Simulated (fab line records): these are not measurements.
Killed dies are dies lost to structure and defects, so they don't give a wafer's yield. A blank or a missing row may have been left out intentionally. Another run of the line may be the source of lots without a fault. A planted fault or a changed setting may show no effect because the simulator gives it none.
2 desks looking at one fault ; flow sky130 ; each desk has only its own numbers; what lay behind them comes last

## THE TOOL OWNER'S DESK: hdpcvd-02
The tool's own readings at SKY_VIA1_HDPCVD_00 (deposits SiO2, target thk 1030 nm, time 171.7 s): means of the sampled wafers that have a number, for each lot that ran on this tool. The brackets show how far a lot's mean lies from the usual mean; more than 4 standard deviations puts the lot out of limits, marked OUT.
Columns: A = run_length_s at SKY_VIA1_HDPCVD_00, usual 199.5 s
lot;first seen here;A
L205;day 33 18:18;199.1
L206;day 34 03:11;199.8
L207;day 34 06:37;199.7
L209;day 35 09:23;199.7
L211;day 35 20:28;192.5 (-14) OUT
L214;day 36 13:31;192.8 (-13) OUT
L224;day 39 17:20;199.3
L225;day 39 20:09;199.5
L226;day 40 03:05;199.4
This desk's verdict: out of limits on L211, L214, starting with L211 at day 35 20:28 (run_length_s at SKY_VIA1_HDPCVD_00). In limits: L205, L206, L207, L209, L224, L225, L226.

## THE METROLOGY DESK
What the gauges read for every lot (on any tool): the sampled wafers with a number, averaged. The brackets show how far a lot's mean lies from the usual mean; more than 4 standard deviations puts the lot out of limits, marked OUT.
Columns: A = CONTACT_CVD_00_THK at SKY_CONTACT_THK_MEAS_01, usual 74.6 nm; B = CONTACT_BOW at SKY_CONTACT_BOW_MEAS_05, usual 83 um; C = VIA1_HDPCVD_THK at SKY_VIA1_THK_MEAS_01, usual 1033 nm
lot;first seen here;A;B;C
L205;day 31 08:38;74.2;87;1004
L206;day 31 18:19;75.5;77;1041
L207;day 31 22:32;74.4;84;1036
L209;day 33 00:33;74.7;84;1033
L211;day 33 12:16;74.1;79;989
L213;day 34 00:58;74.7;89;1031
L214;day 34 04:30;75.5;83;999
L220;day 35 19:54;74.7;86;1025
L222;day 36 21:02;76.0;82;1040
L224;day 37 09:45;74.5;87;1030
L225;day 37 13:26;75.1;90;1059
L226;day 37 20:17;74.1;86;1036
This desk found nothing out of limits on any of the 12 lots.

## ALL TOGETHER
On L211, L214, at day 35 20:28, an alarm was possible from the tool owner's desk.
From the metrology desk's view, nothing was out of limits.
The metrology desk holds a record of L211, L214, inside its limits.
SKY_VIA1_HDPCVD_00 was run on hdpcvd-02 by each of the lots named.

## WHAT THE SIMULATOR HAD PUT IN
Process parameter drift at SKY_VIA1_HDPCVD_00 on hdpcvd-02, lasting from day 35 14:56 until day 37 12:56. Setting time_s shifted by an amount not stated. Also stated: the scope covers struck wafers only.
Struck lots among those shown: L211, L214.
Delay in hours, fault start to first out-of-limits reading, by desk: the tool owner's desk at 6.
